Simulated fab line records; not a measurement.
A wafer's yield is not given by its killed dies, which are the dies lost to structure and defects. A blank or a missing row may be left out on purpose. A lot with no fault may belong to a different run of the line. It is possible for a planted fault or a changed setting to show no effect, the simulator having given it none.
Chamber matching	flow sky130	pecvd-02 running SKY_PASSIVATION_CVD_02: 3 sister chambers
The step deposits Si3N4, target thk 540 nm. 14 wafers are shown with their chamber, then 7 later ones without.

== WAFERS WITH THEIR CHAMBER ==
wafer	chamber	heaterPowerW (W)	heaterPowerOuterW (W)
L808.1	2	733	421
L808.4	2	756	440
L808.5	0	726	432
L809.1	2	717	432
L809.4	1	1062	637
L809.6	2	760	454
L811.3	1	1039	616
L811.4	1	1079	651
L811.5	0	728	411
L812.1	2	786	485
L812.3	0	628	361
L812.5	0	673	373
L818.1	0	631	331
L818.2	1	974	581

SIGNATURES (averages over the wafers above)
reading	chamber 0	chamber 1	chamber 2	scatter within a chamber
heaterPowerW	677.20	1038.50	750.40	41.2
heaterPowerOuterW	381.60	621.25	446.40	32.6
Rule: for each reading, subtract the chamber's mean from the wafer's reading, divide by that reading's scatter and square the result; add these up over the readings and take the root, which gives the wafer's distance from the chamber. The wafer belongs to the nearest chamber; if the next one is less than 2 further off, it can't be placed. The scatter: the root of (the sum of the squares of (reading less its chamber's mean) over the shown wafers, divided by (wafers less chambers)).

== WAFERS MISSING THEIR CHAMBER ==
wafer	heaterPowerW (W)	heaterPowerOuterW (W)
L818.3	807	465
L829.1	788	458
L829.3	641	367
L829.4	675	366
L830.1	1046	620
L830.2	658	370
L830.4	694	392

== CHAMBER TAKEN BY EACH ==
wafer	from the rows above	in truth
L818.3	2	2
L829.1	2	2
L829.3	0	0
L829.4	0	0
L830.1	1	1
L830.2	0	0
L830.4	can't be placed: 0 or 2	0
Correct placement for 6 of the 7. Can't be placed from these rows: 1 (the true chamber is among the candidates in 1). Number placed wrongly: 0.
